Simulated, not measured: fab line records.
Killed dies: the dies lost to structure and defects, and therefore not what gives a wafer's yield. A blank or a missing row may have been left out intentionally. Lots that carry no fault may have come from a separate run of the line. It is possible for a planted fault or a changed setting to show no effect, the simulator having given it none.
One fault seen from 2 desks | flow sky130 | each desk has only its own numbers; what lay behind them comes last

== TOOL OWNER'S DESK, rie-diel-02 ==
The tool's own readings at SKY_METAL4_ETCH_17 (etches SiO2 in C4F8/O2/Ar, stops on TiN, time 3.9 s, target depth 15 nm): means of the sampled wafers that have a number, for each lot that ran on this tool. The brackets show how far a lot's mean lies from the usual mean; more than 4 standard deviations puts the lot out of limits, marked OUT.
Columns: A = bias-w at SKY_METAL4_ETCH_17, usual 1200 W; B = chamber-pressure-mTorr at SKY_METAL4_ETCH_17, usual 40.00 mTorr; C = oes-product-au at SKY_METAL4_ETCH_17, usual 0.754 a.u.; D = rf-fwd-power-W at SKY_METAL4_ETCH_17, usual 1471 W
lot  | first seen here | A    | B     | C     | D
L805 | day 42 02:06    | 1199 | 39.98 | 0.746 | 1471
L807 | day 43 03:14    | 1199 | 40.00 | 0.763 | 1474
L810 | day 43 17:32    | 1198 | 40.01 | 0.749 | 1467
L811 | day 44 04:55    | 1198 | 40.02 | 0.750 | 1468
L815 | day 45 00:59    | 1202 | 40.00 | 0.760 | 1476
L818 | day 45 22:41    | 1209 | 40.04 | 0.756 | 1475
L820 | day 46 06:41    | 1214 | 40.01 | 0.751 | 1473
This desk's finding: nothing out of limits on any of the 7 lots.

== THE METROLOGY DESK ==
Lot by lot, what the gauges showed, no matter which tool ran the lot: averages of those sampled wafers that carry a number. The brackets show how far a lot's mean lies from the usual mean; more than 4 standard deviations puts the lot out of limits, marked OUT.
Columns: A = METAL4_OVL at SKY_METAL4_OVL_MEAS_14, usual 3 nm
lot  | first seen here | A
L804 | day 41 11:46    | 5
L805 | day 42 01:57    | 5
L807 | day 43 03:05    | 7
L809 | day 43 07:14    | 3
L810 | day 43 17:20    | -1
L811 | day 44 04:46    | -5
L812 | day 44 05:17    | 2
L815 | day 45 00:50    | 1
L818 | day 45 22:31    | 2
L820 | day 46 06:31    | 2
L821 | day 46 11:54    | 11
L827 | day 47 18:52    | 4
This desk's finding: nothing out of limits on any of the 12 lots.

== ALL TOGETHER ==
Nothing out of limits was seen by the tool owner's desk.
At the metrology desk, nothing out of limits was observed.

== WHAT THE SIMULATOR HAD INSERTED ==
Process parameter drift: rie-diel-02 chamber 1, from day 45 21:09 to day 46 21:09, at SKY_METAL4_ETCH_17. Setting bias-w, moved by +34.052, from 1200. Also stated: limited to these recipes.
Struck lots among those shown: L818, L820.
